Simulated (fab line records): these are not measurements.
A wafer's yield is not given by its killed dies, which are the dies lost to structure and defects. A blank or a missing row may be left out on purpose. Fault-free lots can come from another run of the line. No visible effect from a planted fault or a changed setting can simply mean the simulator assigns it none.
Code-filled problem report in 8D (eight disciplines) form :: flow gf180mcu :: the parts of the form that need people (team, actions taken, sign-off) are left out

1. THE PROBLEM
Wafers without a fault read 6500.1 W, standard deviation 1.3; cathodeDcPowerW at GF_M1_SPUTTER_01 reads a mean of 10294.0 W on 6 wafers belonging to 2 lots. So: +99 or more standard deviations from the usual mean.
The step: material TiN, target thk 30 nm, time 25 s.
First seen on wafer L194.1, day 18 15:53, on pvdSputter-01. The record has a number at this step for 18 wafers belonging to 6 lots. By rule, "out" or "out of limits" means more than 4 standard deviations away from the usual mean. All remaining wafers that have a number are taken as sound.

2. WHAT THIS IS AND IS NOT
question: which readings at this step
is: cathodeDcPowerW
is not: throttleValvePct

question: which lots
is: L194, L195
is not: L187, L199, L202, L208

question: which wafers of those lots
is: all that have a number
is not: -

question: read on which tools
is: pvdSputter-01
is not: pvdSputter-03, pvdSputter-04

question: when
is: from day 18 15:53
is not: up to then (3 sound wafers); but 9 sound wafers of L199, L202, L208 came after

3. THE SUSPECTS, EACH WITH WHAT RULES IT OUT
Counting: a tool at any process step up to the reading remains a suspect when it ran all the lots that are out and ran no sound lot after the first of those.
- rieDiel-04 at GF_CONTACT_ETCH_17 (etches SiO2 in C4F8/O2/Ar, stops on CoSi2, target depth 860 nm): ruled out as a lasting fault. After its first lot that is out, L194 (day 18 15:01), sound lots L208 ran on it. GF_CONTACT_ETCH_17 gives no start for some lots, so the hours and the order of its lots are those of GF_CONTACT_SPUTTER_22.
- cmp-02 at GF_CONTACT_CMP_27 (polishes, stops on SiO2, t overpolish 15 s, target thk 0 nm): ruled out as a lasting fault. After its first lot that is out, L194 (day 18 15:29), sound lots L199 ran on it.
- pvdSputter-01 at GF_M1_SPUTTER_00 (material Ti, target thk 37.5 nm, time 150 s): ruled out as a lasting fault. After its first lot that is out, L194 (day 18 15:47), sound lots L202 ran on it.
- pvdSputter-01 at GF_M1_SPUTTER_01 (material TiN, target thk 30 nm, time 25 s): ruled out as a lasting fault. After its first lot that is out, L194 (day 18 15:53), sound lots L202 ran on it.
Left after counting: nothing in the record.

4. THE CAUSE (what the simulator had put in)
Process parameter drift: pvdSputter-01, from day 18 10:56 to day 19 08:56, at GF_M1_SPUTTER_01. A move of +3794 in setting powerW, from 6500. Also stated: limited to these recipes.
Counting ruled it out, wrongly.

5. SEQUENCE OF EFFECTS, ordered by route
Each row: a reading whose mean over the struck wafers that have a number lies more than 3 standard deviations from the usual. Readings are gone through only where the record gives a usual standard deviation; hours: the median, over the lots, of the time from a lot's start at the first step in this table giving one to that lot's start at this step; sigmas: the change measured in usual standard deviations.
hours: 0
step: GF_M1_SPUTTER_01
reading: cathodeDcPowerW
usual: 6500.1 W
on struck wafers: 10294.0
change: +3793.9
sigmas: +99 or more
The process steps in it:
- GF_M1_SPUTTER_01: material TiN, target thk 30 nm, time 25 s.

6. WHAT WOULD HAVE CAUGHT IT SOONER
5 hours passed between the start of the fault at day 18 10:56 and the first reading out of limits in this record, taken at day 18 15:53.
